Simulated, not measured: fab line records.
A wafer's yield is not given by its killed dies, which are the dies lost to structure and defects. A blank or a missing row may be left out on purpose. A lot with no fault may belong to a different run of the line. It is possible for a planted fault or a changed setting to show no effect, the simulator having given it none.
A lot that was struck, set against a sound lot    flow gf180mcu    15 out of 602 route steps
Sound: these wafers, L463.1, L463.2, L463.3. Struck: wafers L466.1, L466.3, L466.6. The cause is named last.
At each step with rows: each side's tool, then ch and its chambers, then its first start. Under that, the readings that differ: sound wafers    struck wafers    difference of the means    sigmas: that difference in standard deviations of wafers without a fault.
alike: a reading whose means differ by less than 2 such deviations, as well as words and numbers matching on both sides. not compared: withheld readings; readings where some wafer has no value; bounds like >300 that might hide an equal value; numbers whose values overlap and for which the record gives no deviation.
A row with sigmas, a row that says differs or no value, or rows on one side alone: a step with any of these is where the two part. Numbers that don't overlap but have no deviation are shown without sigmas and don't part them. A reading that every wafer of one side lacks parts them only if that side has two wafers or more.

GF_V4_OVL_MEAS_15:
  sound on overlay-01, day 24 20:49; struck on overlay-01, day 26 03:20
  alike: V4_OVL
GF_V4_ETCH_16: etches BARC in N2/H2.
  sound on rie-diel-02 ch 0,2,3, day 24 20:51; struck on rie-diel-02 ch 0,1,2, day 26 03:22
  alike: chamber-pressure-mTorr, drypump-motor-current-A, n2-flow-sccm, oes-product-au, throttle-valve-pct
GF_V4_ETCH_17: etches SiO2 in C4F8/O2/Ar, stops on TiN, target depth 630 nm.
  sound: rie-diel-02 ch 0,2,3; struck: rie-diel-02 ch 0,1,2
  alike: chamber-pressure-mTorr, oes-product-au
then, 3 steps without rows for these wafers: GF_V4_STRIP_18 (strips in O2/N2); GF_V4_STRIP_19 (strips in post etch residue remover, time 1200 s); GF_V4_CLEAN_20 (cleans in DIW).
GF_V4_SPUTTER_21: material Ti, target thk 15 nm, time 80.02 s.
  sound on pvd-sputter-01, day 24 21:32; struck on pvd-sputter-04, day 26 04:07
  alike: throttle-valve-pct
then, 1 step without rows for these wafers: GF_V4_SPUTTER_22 (material TiN, target thk 10 nm, time 40 s).
GF_V4_CVD_23: deposits W, target thk 350 nm, time 104.9 s.
  sound on cvd-w-02 ch 0,1, day 24 21:38; struck on cvd-w-02 ch 1, day 26 04:13
  alike: heater-power-w, susceptor-temp-C
GF_V4_RS_MEAS_24: uses a four-point probe to measure.
  sound on film-metro-04, day 24 21:44; struck on film-metro-02, day 26 04:26
  alike: V4_W_RS
GF_V4_THK_MEAS_25: measures by xrf.
  sound on film-metro-04, day 24 21:52; struck on film-metro-02, day 26 04:34
  alike: V4_W_THK
then, 1 step without rows for these wafers: GF_V4_CMP_26 (polishes, stops on SiO2, t overpolish 15 s, target thk 0 nm).
GF_MIM_SPUTTER_00: material Ti, target thk 37.5 nm, time 150 s.
  sound on pvd-sputter-04, day 24 22:13; struck on pvd-sputter-03, day 26 04:55
reading                                 sound             struck             difference  sigmas
model.Ti_of_MIM_SPUTTER_00.thk-nm (nm)  37.4 37.76 37.75  31.11 31.16 31.06  -6.53       
  alike: throttle-valve-pct
GF_MIM_SPUTTER_01: material TiN, target thk 30 nm, time 25 s.
  sound on pvd-sputter-04, day 24 22:19; struck on pvd-sputter-03, day 26 05:01
  alike: throttle-valve-pct
following that, these wafers have no rows for 1 step: GF_PASSIVATION_PROBE_99.

== WHERE THEY PART ==
Nowhere in this record.

WHY: whatever the simulator had introduced
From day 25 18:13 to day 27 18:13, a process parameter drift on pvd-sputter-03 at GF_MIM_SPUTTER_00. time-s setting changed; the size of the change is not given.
